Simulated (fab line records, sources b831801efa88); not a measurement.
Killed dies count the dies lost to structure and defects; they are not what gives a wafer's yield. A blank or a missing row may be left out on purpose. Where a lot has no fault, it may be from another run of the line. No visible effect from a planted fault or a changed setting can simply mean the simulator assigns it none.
fab line records | flow sky130
[record] lots = 15 wafers = 45 last-day = 50
route steps=708 shown METAL3@564 VIA3@574 METAL4@598
lots with no fault: from the same line, run without faults
start-h: start of the lot's first displayed wafer, in hours after the record's first day | wait-h: how many hours have passed since the lot's step before this one | " same as the row above | L1.1+2: a single row standing in for several wafers | - no value, or no start was given | * or withheld: withheld | < > ~ a bound
route shown NAME@n: a module of which the file shows steps, and the number in the route of the first | usual: mean/standard deviation taken from wafers without a fault | same: alike in all rows | chamber/n: place in a boat | sites: each site's reading | _std_site: standard deviation of those values | _edge_site: the outer-site mean with the inner-site mean subtracted | radius-mm: for every site, how far away it sits from the centre of the wafer | mask NAME#n: copy n | behind: the most recent tool/chamber to have shaped the wafer | hold: the reason the lot was held/the length of the hold in hours/how it ended | device: transistor that didn't switch, given as n, p or np | end of line: at the end of the route, the tests of the same wafers | for a step that has no rows: nothing shown but its recipe | killed: dies lost to structure and defects at the first sort, not the wafer's yield | map: shows each die of a wafer: x if killed, . if not, _ if none is there
set.NAME: the setting that was run; set.NAME@STEP: the one run at that earlier step | model.NAME: the simulator's own value behind a step, which no gauge read
a sample of lots followed through the steps of the route, with each step as a table and each wafer as a row
services: when a tool's chamber went out of use (start-h, in hours from the record's first day, below 0 if earlier), for how many hours, and the reason
[[steps]]
[step SKY_METAL3_OVL_MEAS_14]
[usual] METAL3_OVL = 1/5.1
// columns lot.wafer tool chamber start-h wait-h METAL3_OVL[nm]
L890.1 overlay-01 - 914.30 0.1 -1
L890.4 " - " " -3
L890.5 " - " " -2
L891.2 overlay-02 - 918.79 0.1 4
L891.3 " - " " 3
L891.6 " - " " -1
L892.1 overlay-02 - 926.10 0.1 1
L892.4 " - " " 6
L892.5 " - " " 1
L893.1 overlay-02 - 927.14 0.1 -1
L893.4 " - " " -8
L893.6 " - " " 0
L894.2 overlay-02 - 935.34 0.1 3
L894.4 " - " " -3
L894.6 " - " " 2
L895.3 overlay-02 - 948.55 0.1 4
L895.5 " - " " 1
L895.6 " - " " -2
L897.1 overlay-01 - 955.07 0.1 3
L897.3 " - " " 0
L897.6 " - " " 2
L899.1 overlay-02 - 973.23 0.1 2
L899.3 " - " " -1
L899.6 " - " " 1
L905.1 overlay-01 - 1018.58 0.1 13
L905.2 " - " " 9
L905.5 " - " " 10
L904.2 overlay-02 - 1019.03 0.1 11
L904.4 " - " " -4
L904.6 " - " " 3
L908.1 overlay-01 - 1045.54 0.1 -9
L908.3 " - " " -9
L908.4 " - " " -6
L909.3 overlay-02 - 1045.90 0.1 1
L909.4 " - " " 0
L909.6 " - " " 7
L910.4 overlay-02 - 1046.26 0.1 3
L910.5 " - " " 0
L910.6 " - " " -1
L911.1 overlay-01 - 1047.97 0.1 -3
L911.2 " - " " -2
L911.3 " - " " -5
L912.3 overlay-02 - 1051.76 0.1 -4
L912.5 " - " " -2
L912.6 " - " " -12
[step SKY_METAL3_DESCUM_15]
[recipe] chemistry = O2 source-power-w = 150 bias-power-w = 0 pressure-mtorr = 10 temp-c = 40 time-s = 8
[usual] drypump-motor-current-A = 5.70/0.27 oes-product-au = 0.992/0.01
[same] time-s = 8
// columns lot.wafer tool chamber start-h wait-h drypump-motor-current-A oes-product-au rf-hours-counter-h
L890.1 rie-metal-01 0 914.34 0.0 5.07 0.989 10
L890.4 " 0 " " 5.07 0.981 -
L890.5 " 1 " " 5.62 0.974 -
L891.2 rie-metal-03 0 918.82 0.0 5.65 0.982 15
L891.3 " 0 " " 5.68 0.982 -
L891.6 " 0 " " 5.62 0.984 -
L892.1 rie-metal-03 0 926.14 0.0 5.65 0.979 15
L892.4 " 0 " " 5.64 0.989 -
L892.5 " 1 " " 5.81 0.989 -
L893.1 rie-metal-03 0 927.17 0.0 5.64 0.982 15
L893.4 " 0 " " 5.66 0.991 -
L893.6 " 0 " " 5.64 0.982 -
L894.2 rie-metal-01 0 935.38 0.0 5.06 0.995 -
L894.4 " 0 " " 5.08 0.988 -
L894.6 " 0 " " 5.06 0.995 -
L895.3 rie-metal-03 1 948.58 0.0 5.81 1.005 -
L895.5 " 1 " " 5.80 1.014 -
L895.6 " 0 " " 5.66 0.982 -
L897.1 rie-metal-04 1 955.11 0.0 6.03 0.985 13
L897.3 " 1 " " 6.02 0.996 -
L897.6 " 1 " " 6.02 0.988 -
L899.1 rie-metal-03 1 973.27 0.0 5.81 1.009 3
L899.3 " 1 " " 5.81 1.004 -
L899.6 " 1 " " 5.81 1.007 -
L905.1 rie-metal-01 0 1018.62 0.0 5.08 1.005 16
L905.2 " 1 " " 5.64 0.992 4
L905.5 " 0 " " 5.08 0.988 -
L904.2 rie-metal-03 0 1019.06 0.0 5.66 0.996 20
L904.4 " 0 " " 5.67 0.988 -
L904.6 " 1 " " 5.78 1.001 -
L908.1 rie-metal-03 1 1045.57 0.0 5.80 1.012 6
L908.3 " 1 " " 5.80 1.001 -
L908.4 " 0 " " 5.68 0.983 -
L909.3 rie-metal-04 1 1045.93 0.0 6.03 0.999 -
L909.4 " 0 " " 5.55 0.986 -
L909.6 " 1 " " 6.00 1.010 -
L910.4 rie-metal-04 1 1046.28 0.0 6.04 0.993 -
L910.5 " 0 " " 5.57 0.978 -
L910.6 " 1 " " 6.03 0.996 -
L911.1 rie-metal-03 1 1048.01 0.0 5.79 1.004 7
L911.2 " 0 " " 5.67 0.992 21
L911.3 " 0 " " 5.68 0.985 -
L912.3 rie-metal-04 0 1051.80 0.0 5.56 0.981 -
L912.5 " 1 " " 6.03 1.000 -
L912.6 " 0 " " 5.56 0.977 -
[step SKY_VIA3_THK_MEAS_01]
[recipe] reads = SiO2_of_VIA3_HDPCVD_00
[usual] VIA3_HDPCVD_THK = 1638/17
// columns lot.wafer tool chamber start-h wait-h VIA3_HDPCVD_THK[nm]
L890.1 film-metro-02 - 915.42 0.1 1621
L890.4 " - " " 1636
L890.5 " - " " 1600
L891.2 film-metro-03 - 920.14 0.1 1637
L891.3 " - " " 1645
L891.6 " - " " 1639
L892.1 film-metro-01 - 927.23 0.1 1670
L892.4 " - " " 1635
L892.5 " - " " 1673
L893.1 film-metro-01 - 928.30 0.1 1662
L893.4 " - " " 1639
L893.6 " - " " 1643
L894.2 film-metro-01 - 936.82 0.1 1623
L894.4 " - " " 1648
L894.6 " - " " 1674
L895.3 film-metro-03 - 949.68 0.1 1636
L895.5 " - " " 1653
L895.6 " - " " 1639
L897.1 film-metro-03 - 956.76 0.1 1647
L897.3 " - " " 1639
L897.6 " - " " 1639
L899.1 film-metro-03 - 974.45 0.1 1672
L899.3 " - " " 1613
L899.6 " - " " 1652
L905.1 film-metro-01 - 1019.71 0.1 1633
L905.2 " - " " 1623
L905.5 " - " " 1618
L904.2 film-metro-01 - 1020.20 0.1 1636
L904.4 " - " " 1614
L904.6 " - " " 1620
L908.1 film-metro-02 - 1046.66 0.1 1635
L908.3 " - " " 1610
L908.4 " - " " 1609
L909.3 film-metro-03 - 1047.03 0.1 1650
L909.4 " - " " 1659
L909.6 " - " " 1627
L910.4 film-metro-03 - 1047.39 0.0 1626
L910.5 " - " " 1641
L910.6 " - " " 1619
L911.1 film-metro-03 - 1049.09 0.1 1619
L911.2 " - " " 1640
L911.3 " - " " 1605
L912.3 film-metro-02 - 1052.93 0.1 1654
L912.5 " - " " 1646
L912.6 " - " " 1644
[step SKY_VIA3_ETCH_14]
[recipe] chemistry = N2/H2 target = BARC ion-energy-ev = 200 source-w = 500 bias-w = 100 pressure-mtorr = 30 n2-flow-sccm = 100 h2-flow-sccm = 200 stop-on = SiO2 time-s = 45.9 target-depth-a = 600
[usual] drypump-motor-current-A = 5.5/0.57 oes-product-au = 0.851/0.0048 run-length-s = 74.1/0.49 throttle-valve-pct = 13.224/0.0089
// columns lot.wafer tool chamber start-h wait-h drypump-motor-current-A oes-product-au rf-hours-counter-h run-length-s throttle-valve-pct
L890.1 rie-diel-04 2 940.42 0.0 6.1 0.850 12 74.8 13.237
L890.4 " 3 " " 6.6 0.843 26 74.2 13.231
L890.5 " 0 " " 5.8 0.857 - 73.9 13.223
L891.2 rie-diel-02 2 945.64 0.0 5.9 0.851 19 74.5 13.204
L891.3 " 3 " " 4.7 0.844 19 74.5 13.216
L891.6 " 1 " " 5.3 0.844 - 74.5 13.226
L892.1 rie-diel-03 1 952.07 0.0 5.5 0.845 14 73.7 13.217
L892.4 " 2 " " 5.2 0.857 - 73.4 13.227
L892.5 " 3 " " 5.2 0.850 - 74.0 13.216
L893.1 rie-diel-02 3 953.14 0.0 4.7 0.848 19 75.0 13.227
L893.4 " 1 " " 5.3 0.856 22 74.5 13.230
L893.6 " 1 " " 5.3 0.853 - 74.2 13.236
L894.2 rie-diel-04 2 961.39 0.0 6.1 0.840 13 74.5 13.237
L894.4 " 0 " " 5.8 0.855 11 73.9 13.212
L894.6 " 2 " " 6.1 0.853 - 74.6 13.217
L895.3 rie-diel-02 0 973.79 0.0 4.7 0.851 18 73.4 13.235
L895.5 " 2 " " 5.9 0.855 - 74.6 13.228
L895.6 " 3 " " 4.7 0.851 - 74.8 13.231
L897.1 rie-diel-03 1 980.67 0.0 5.5 0.851 15 74.1 13.235
L897.3 " 2 " " 5.2 0.847 10 73.8 13.208
L897.6 " 1 " " 5.5 0.854 - 74.3 13.230
L899.1 rie-diel-04 3 998.74 0.0 6.6 0.854 28 74.3 13.229
L899.3 " 1 " " 6.2 0.850 6 74.1 13.213
L899.6 " 0 " " 5.8 0.858 - 73.9 13.217
L905.1 rie-diel-02 1 1042.84 0.0 5.3 0.975 25 56.0 13.243
L905.2 " 2 " " 5.9 0.847 23 74.5 13.226
L905.5 " 2 " " 5.9 0.855 - 74.7 13.207
L904.2 rie-diel-03 1 1042.89 0.0 5.5 0.846 17 73.7 13.230
L904.4 " 3 " " 5.2 0.852 13 73.5 13.212
L904.6 " 0 " " 5.2 0.856 - 73.9 13.206
L908.1 rie-diel-02 3 1068.49 0.0 4.7 0.998 23 56.9 13.238
L908.3 " 1 " " 5.3 0.975 26 55.9 13.250
L908.4 " 2 " " 5.9 0.851 23 74.6 13.230
L909.3 rie-diel-02 0 1069.34 0.0 4.7 0.999 21 55.1 13.221
L909.4 " 2 " " 5.9 0.843 23 74.7 13.212
L909.6 " 3 " " 4.7 0.843 - 74.6 13.198
L910.4 rie-diel-04 3 1069.94 0.0 6.6 0.850 30 74.2 13.214
L910.5 " 2 " " 6.1 0.852 - 74.7 13.218
L910.6 " 3 " " 6.6 0.850 - 74.2 13.216
L911.1 rie-diel-03 2 1070.69 0.0 5.2 0.853 13 73.3 13.234
L911.2 " 0 " " 5.2 0.853 19 73.9 13.240
L911.3 " 1 " " 5.5 0.847 18 74.0 13.220
L912.3 rie-diel-04 2 1074.54 0.0 6.2 0.857 16 74.4 13.219
L912.5 " 3 " " 6.6 0.850 - 74.2 13.233
L912.6 " 0 " " 5.8 0.850 - 73.6 13.220
[step SKY_VIA3_ETCH_15]
[recipe] target = SiO2 chemistry = C4F8/O2/Ar target-depth-nm = 507 stop-on = TiN mask-material = KrF-thick source-w = 1500 bias-w = 1200 pressure-mtorr = 40 c4f8-flow-sccm = withheld O2_flow_sccm = 6 Ar_flow_sccm = 300 time-s = 78
[usual] oes-product-au = 0.947/0.0048 run-length-s = 106.2/0.47
[same] time-s = 78
// columns lot.wafer tool chamber start-h wait-h oes-product-au rf-hours-counter-h run-length-s
L890.1 rie-diel-04 2 940.46 0.0 0.955 12 106.3
L890.4 " 3 " " 0.939 26 106.3
L890.5 " 0 " " 0.943 - 105.6
L891.2 rie-diel-02 2 945.68 0.0 0.948 19 106.7
L891.3 " 3 " " 0.947 19 106.8
L891.6 " 1 " " 0.951 - 106.4
L892.1 rie-diel-03 1 952.11 0.0 0.950 14 105.8
L892.4 " 2 " " 0.937 - 105.6
L892.5 " 3 " " 0.944 - 105.8
L893.1 rie-diel-02 3 953.18 0.0 0.949 19 106.5
L893.4 " 1 " " 0.939 22 106.6
L893.6 " 1 " " 0.946 - 106.5
L894.2 rie-diel-04 2 961.43 0.0 0.945 13 106.8
L894.4 " 0 " " 0.941 11 105.6
L894.6 " 2 " " 0.947 - 106.5
L895.3 rie-diel-02 0 973.83 0.0 0.946 18 106.0
L895.5 " 2 " " 0.945 - 106.6
L895.6 " 3 " " 0.950 - 106.8
L897.1 rie-diel-03 1 980.71 0.0 0.942 15 106.2
L897.3 " 2 " " 0.949 10 105.7
L897.6 " 1 " " 0.947 - 105.8
L899.1 rie-diel-04 3 998.78 0.0 0.951 28 106.7
L899.3 " 1 " " 0.943 6 106.3
L899.6 " 0 " " 0.944 - 105.6
L905.1 rie-diel-02 1 1042.88 0.0 0.368 25 106.4
L905.2 " 2 " " 0.945 23 107.0
L905.5 " 2 " " 0.947 - 106.6
L904.2 rie-diel-03 1 1042.93 0.0 0.946 17 106.0
L904.4 " 3 " " 0.948 13 105.7
L904.6 " 0 " " 0.956 - 106.4
L908.1 rie-diel-02 3 1068.53 0.0 0.374 23 107.0
L908.3 " 1 " " 0.366 26 106.8
L908.4 " 2 " " 0.944 23 106.6
L909.3 rie-diel-02 0 1069.38 0.0 0.366 21 105.7
L909.4 " 2 " " 0.940 23 106.6
L909.6 " 3 " " 0.946 - 106.8
L910.4 rie-diel-04 3 1069.98 0.0 0.947 30 106.4
L910.5 " 2 " " 0.949 - 106.5
L910.6 " 3 " " 0.945 - 106.4
L911.1 rie-diel-03 2 1070.73 0.0 0.945 13 105.4
L911.2 " 0 " " 0.953 19 106.2
L911.3 " 1 " " 0.946 18 105.9
L912.3 rie-diel-04 2 1074.58 0.0 0.943 16 106.3
L912.5 " 3 " " 0.948 - 106.5
L912.6 " 0 " " 0.947 - 105.7
[step SKY_VIA3_STRIP_16]
[recipe] chemistry = O2/N2 power-w = 1400 pressure-mtorr = 1500 platen-temp-c = withheld o2-flow-sccm = 3000 n2-flow-sccm = 300 overash-fraction = 0.5
[usual] drypump-motor-current-A = 5.9/0.41 oes-product-au = 0.404/0.0044 strip-time-to-endpoint-s = 4.14/0.033
// columns lot.wafer tool chamber start-h wait-h drypump-motor-current-A oes-product-au rf-hours-counter-h strip-time-to-endpoint-s
L890.1 plasma-asher-04 0 940.52 0.0 6.5 0.401 111 4.09
L890.4 " 1 " " 5.8 0.401 - 4.15
L890.5 " 1 " " 5.8 0.404 - 4.15
L891.2 plasma-asher-04 1 945.74 0.0 5.8 0.402 111 4.07
L891.3 " 0 " " 6.5 0.409 - 4.06
L891.6 " 0 " " 6.6 0.401 - 4.13
L892.1 plasma-asher-03 0 952.17 0.0 5.8 0.405 21 4.14
L892.4 " 0 " " 5.8 0.403 - 4.14
L892.5 " 1 " " 5.6 0.408 - 4.17
L893.1 plasma-asher-04 1 953.24 0.0 5.8 0.400 112 4.09
L893.4 " 0 " " 6.5 0.398 - 4.17
L893.6 " 1 " " 5.7 0.412 - 4.18
L894.2 plasma-asher-03 1 961.49 0.0 5.5 0.409 22 4.11
L894.4 " 0 " " 5.8 0.410 - 4.17
L894.6 " 1 " " 5.5 0.403 - 4.11
L895.3 plasma-asher-03 0 973.92 0.1 5.8 0.403 - 4.15
L895.5 " 0 " " 5.8 0.398 - 4.11
L895.6 " 1 " " 5.6 0.400 - 4.11
L897.1 plasma-asher-04 1 980.77 0.0 5.8 0.405 114 4.19
L897.3 " 0 " " 6.6 0.404 - 4.17
L897.6 " 1 " " 5.8 0.404 - 4.18
L899.1 plasma-asher-04 0 998.84 0.0 6.5 0.398 116 4.12
L899.3 " 0 " " 6.5 0.405 - 4.16
L899.6 " 0 " " 6.5 0.406 - 4.16
L905.1 plasma-asher-01 0 1042.94 0.0 5.4 0.406 93 4.36
L905.2 " 1 " " 6.4 0.393 93 4.11
L905.5 " 0 " " 5.4 0.403 - 4.09
L904.2 plasma-asher-03 0 1042.99 0.0 5.8 0.405 27 4.17
L904.4 " 1 " " 5.5 0.404 - 4.22
L904.6 " 0 " " 5.8 0.407 - 4.13
L908.1 plasma-asher-01 1 1068.59 0.0 6.4 0.407 95 4.31
L908.3 " 1 " " 6.4 0.411 - 4.34
L908.4 " 0 " " 5.4 0.402 - 4.09
L909.3 plasma-asher-04 1 1069.47 0.1 5.8 0.407 - 4.32
L909.4 " 0 " " 6.5 0.407 - 4.12
L909.6 " 0 " " 6.5 0.405 - 4.14
L910.4 plasma-asher-04 1 1070.07 0.1 5.7 0.400 - 4.15
L910.5 " 0 " " 6.5 0.404 - 4.10
L910.6 " 1 " " 5.8 0.409 - 4.17
L911.1 plasma-asher-04 1 1070.79 0.0 5.8 0.406 1 4.14
L911.2 " 0 " " 6.5 0.397 1 4.10
L911.3 " 0 " " 6.5 0.401 - 4.15
L912.3 plasma-asher-03 1 1074.67 0.1 5.6 0.402 - 4.10
L912.5 " 1 " " 5.5 0.398 - 4.16
L912.6 " 0 " " 5.8 0.411 - 4.17
[step SKY_METAL4_SPUTTER_00]
[recipe] material = Ti target-thk-nm = 15 power-w = 3000 time-s = 10 chamber-pressure-pa = 0.4
[usual] throttle-valve-pct = 30.3/1.2
[same] time-s = 10
// columns lot.wafer tool chamber start-h wait-h throttle-valve-pct
L890.1 pvd-sputter-01 - 941.81 0.2 28.1
L890.4 " - " " 29.8
L890.5 " - " " 29.6
L891.2 pvd-sputter-03 - 946.99 0.2 30.7
L891.3 " - " " 32.5
L891.6 " - " " 30.6
L892.1 pvd-sputter-01 - 953.43 0.2 31.5
L892.4 " - " " 30.4
L892.5 " - " " 30.6
L893.1 pvd-sputter-03 - 954.49 0.2 30.7
L893.4 " - " " 30.1
L893.6 " - " " 30.3
L894.2 pvd-sputter-04 - 962.80 0.1 30.8
L894.4 " - " " 29.0
L894.6 " - " " 30.7
L895.3 pvd-sputter-04 - 975.64 0.2 31.1
L895.5 " - " " 31.2
L895.6 " - " " 29.0
L897.1 pvd-sputter-04 - 982.10 0.1 31.0
L897.3 " - " " 31.2
L897.6 " - " " 31.1
L899.1 pvd-sputter-03 - 1000.51 0.2 30.0
L899.3 " - " " 30.6
L899.6 " - " " 32.4
L905.2 pvd-sputter-03 - 1044.22 0.2 29.9
L905.5 " - " " 29.9
L904.2 pvd-sputter-01 - 1044.30 0.1 31.5
L904.4 " - " " 29.5
L904.6 " - " " 30.2
L908.4 pvd-sputter-04 - 1069.85 0.2 31.2
L909.4 pvd-sputter-01 - 1070.74 0.1 30.6
L909.6 " - " " 31.6
L910.4 pvd-sputter-01 - 1071.34 0.2 29.6
L910.5 " - " " 28.2
L910.6 " - " " 31.6
L911.1 pvd-sputter-01 - 1072.25 0.2 29.5
L911.2 " - " " 30.3
L911.3 " - " " 31.7
L912.3 pvd-sputter-03 - 1075.97 0.2 30.0
L912.5 " - " " 30.8
L912.6 " - " " 29.7
[[services]]
// columns tool chamber start-h hours kind
rie-diel-02 1 892.19 8.5 repair
rie-metal-03 1 900.15 13.4 repair
pvd-sputter-03 - 905.08 4.4 repair
rie-metal-03 0 909.25 1.6 repair
pvd-sputter-03 - 922.13 2.1 repair
pvd-sputter-04 - 937.91 3.2 repair
rie-diel-04 - 940.99 1.1 repair
rie-diel-03 0 947.33 12.4 repair
plasma-asher-01 - 951.16 2.2 repair
rie-diel-04 1 951.36 3.5 repair
plasma-asher-04 - 958.17 13.8 repair
pvd-sputter-04 - 958.73 3.6 repair
plasma-asher-03 - 981.30 34.6 repair
plasma-asher-01 - 1016.83 14.6 pm
rie-diel-03 2 1024.72 9.9 repair
rie-diel-02 0 1040.71 1.9 repair
plasma-asher-04 - 1055.25 9.0 pm
rie-diel-04 3 1060.16 6.8 repair
rie-metal-03 0 1061.91 19.3 repair
rie-diel-03 3 1063.77 17.9 repair
rie-diel-04 - 1065.25 0.2 repair
rie-diel-03 - 1072.20 4.3 pm
rie-diel-04 3 1074.72 - clean
rie-diel-04 3 1074.72 19.1 scheduled-down
[[key]]
[first-sign] step = SKY_VIA3_ETCH_14 reading = run-length-s direction = down sigmas = 37 usual = * struck = *
[effect] step = SKY_VIA3_ETCH_14 reading = oes-product-au direction = up sigmas = 28 usual = 0.851 struck = 0.987
[effect] step = SKY_VIA3_ETCH_15 reading = oes-product-au direction = down sigmas = 99+ usual = 0.947 struck = 0.369
[effect] step = SKY_VIA3_STRIP_16 reading = strip-time-to-endpoint-s direction = up sigmas = 5.8 usual = * struck = *
[effect] step = SKY_METAL4_SPUTTER_00 reading = visit direction = missing
met-at SKY_VIA3_ETCH_14
struck-lots L905,L908,L909
struck-wafers L905.1,L908.1,L908.3,L909.3
later-rows-left-out L905.1,L908.1,L908.3,L909.3
sort-left-out L905.1,L908.1,L908.3,L909.3
not-acting-at SKY_METAL3_OVL_MEAS_14,SKY_METAL3_DESCUM_15,SKY_VIA3_THK_MEAS_01
onset-between 973.79 1042.84
[fault] kind = process-parameter-drift tool = rie-diel-02 chamber = - onset-h = 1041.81 steps = SKY_VIA3_ETCH_14 channel = time-s offset = * shape = step end-h = 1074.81 scope = struck-wafers-only acts-in = * stated = *
// sort-left-out: the simulated sort isn't trusted on such a fault, so these wafers' sort isn't shown, and their yield isn't known
// later-rows-left-out: the simulator's readings of these wafers behind a module that went badly wrong aren't trusted and aren't shown, but for the sort
